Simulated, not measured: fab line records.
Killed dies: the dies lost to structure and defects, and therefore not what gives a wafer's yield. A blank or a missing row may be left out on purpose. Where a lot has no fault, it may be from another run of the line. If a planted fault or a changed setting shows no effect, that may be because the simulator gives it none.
Comparing a struck lot with a sound one | flow gf180mcu | 17 steps out of a route of 602
Sound: the wafers L812.1, L812.2, L812.6. Struck: wafers L821.3, L821.4, L821.6. Last of all comes the cause.
At each step with rows: each side's tool, then ch and its chambers, then its first start. Under that, the readings that differ: sound wafers | struck wafers | difference of the means | sigmas: that difference in standard deviations of wafers without a fault.
alike: readings with means less than 2 such deviations apart, plus words and numbers identical on both sides. not compared: withheld readings, readings lacking a value on some wafer, bounds such as >300 that could conceal the same value, and numbers that have no deviation in the record and whose values overlap.
The two part at a step that has a row with sigmas, a row that says differs or no value, or rows on one side only. When numbers do not overlap yet have no deviation, they are printed without sigmas and do not part them. A reading missing from all wafers of one side parts the sides only when that side holds two or more wafers.

first, 3 steps without rows for these wafers: GF_V4_EXPOSE_11 (exposes mask Via4, target cd 260 nm); GF_V4_PEB_12 (peb time 90 s); GF_V4_DEVELOP_13 (develop time 60 s).
GF_V4_CD_MEAS_14 targets a cd of 260 nm.
  sound: cd_sem-02 at day 26 04:09; struck: cd_sem-02 at day 29 02:59
  alike: cd_nm
GF_V4_OVL_MEAS_15:
  sound: overlay-02 at day 26 04:16; struck: overlay-02 at day 29 03:05
  alike: V4_OVL
GF_V4_ETCH_16: etches BARC in N2/H2.
  sound on rie_diel-04 ch 0,2, day 26 04:19; struck on rie_diel-02 ch 0,1,2, day 29 03:07
  alike: drypump_motor_current_A, oes_product_au, throttle_valve_pct
GF_V4_ETCH_17: etches SiO2 in C4F8/O2/Ar, stops on TiN, target depth 630 nm.
  sound on rie_diel-04 ch 0,2; struck on rie_diel-02 ch 0,1,2
  alike: oes_product_au
GF_V4_STRIP_18: strips in O2/N2.
  sound on plasma_asher-01 ch 0,1, day 26 04:26; struck on plasma_asher-02 ch 0,1, day 29 03:16
  reading               | sound                | struck               | difference | sigmas
  oes_product_au (a.u.) | 0.600 0.602 0.602    | 0.593 0.589 0.589    | -0.011     | -2
  platen_temp_c (C)     | 249.68 249.48 249.80 | 249.91 250.15 250.18 | +0.43      | +2
  alike: drypump_motor_current_A, heater_power_w
  not compared: rf_hours_counter_h
then, 3 steps without rows for these wafers: GF_V4_STRIP_19 (strips in post etch residue remover, time 1200 s); GF_V4_CLEAN_20 (cleans in DIW); GF_V4_SPUTTER_21 (material Ti, target thk 15 nm, time 80.02 s).
GF_V4_SPUTTER_22: material TiN, target thk 10 nm, time 40 s.
  sound: pvd_sputter-04 at day 26 05:02; struck: pvd_sputter-01 at day 29 03:52
  alike: throttle_valve_pct
GF_V4_CVD_23: deposits W, target thk 350 nm, time 104.9 s.
  sound on cvd_w-02 ch 0,1, day 26 05:05; struck on cvd_w-02 ch 0,1, day 29 03:56
  reading                          | sound             | struck            | difference | sigmas
  chamber_pressure_Torr (Torr)     | 39.99 39.98 39.89 | 33.80 33.96 33.93 | -6.06      | -69
  model.W_of_V4_CVD_23.thk_nm (nm) | 355.8 355.3 356.3 | 323.1 324.2 322.3 | -32.6      |
  alike: heater_power_w
GF_V4_RS_MEAS_24: measures by four-point-probe.
  sound: film_metro-01 at day 26 05:11; struck: film_metro-04 at day 29 04:03
  reading          | sound             | struck            | difference | sigmas
  V4_W_RS (ohm/sq) | 0.322 0.323 0.321 | 0.355 0.354 0.356 | +0.033     | +10
GF_V4_THK_MEAS_25: measures by xrf.
  sound: film_metro-01 at day 26 05:19; struck: film_metro-04 at day 29 04:09
  reading       | sound       | struck      | difference | sigmas
  V4_W_THK (nm) | 394 390 390 | 346 348 346 | -45        | -10
GF_V4_CMP_26: polishes, stops on SiO2, t overpolish 15 s, target thk 0 nm.
  sound on cmp-02 ch 1,3, day 26 05:25; struck on cmp-01 ch 0,2, day 29 04:11
  alike: motor_current_A
-- the record jumps here: 4 days lie between the struck wafers' starts before and after (it left off in module V4 and takes up again in module PASSIVATION, whose first step shown is number 602 of the route) --
GF_PASSIVATION_PROBE_99:
  rows exist in the record for the struck wafers here (prober-02, day 33 03:34), but not for the sound ones

## WHERE THEY PART
At GF_V4_STRIP_18 first; at GF_PASSIVATION_PROBE_99 last (within this record only).

WHY: what had been put in by the simulator
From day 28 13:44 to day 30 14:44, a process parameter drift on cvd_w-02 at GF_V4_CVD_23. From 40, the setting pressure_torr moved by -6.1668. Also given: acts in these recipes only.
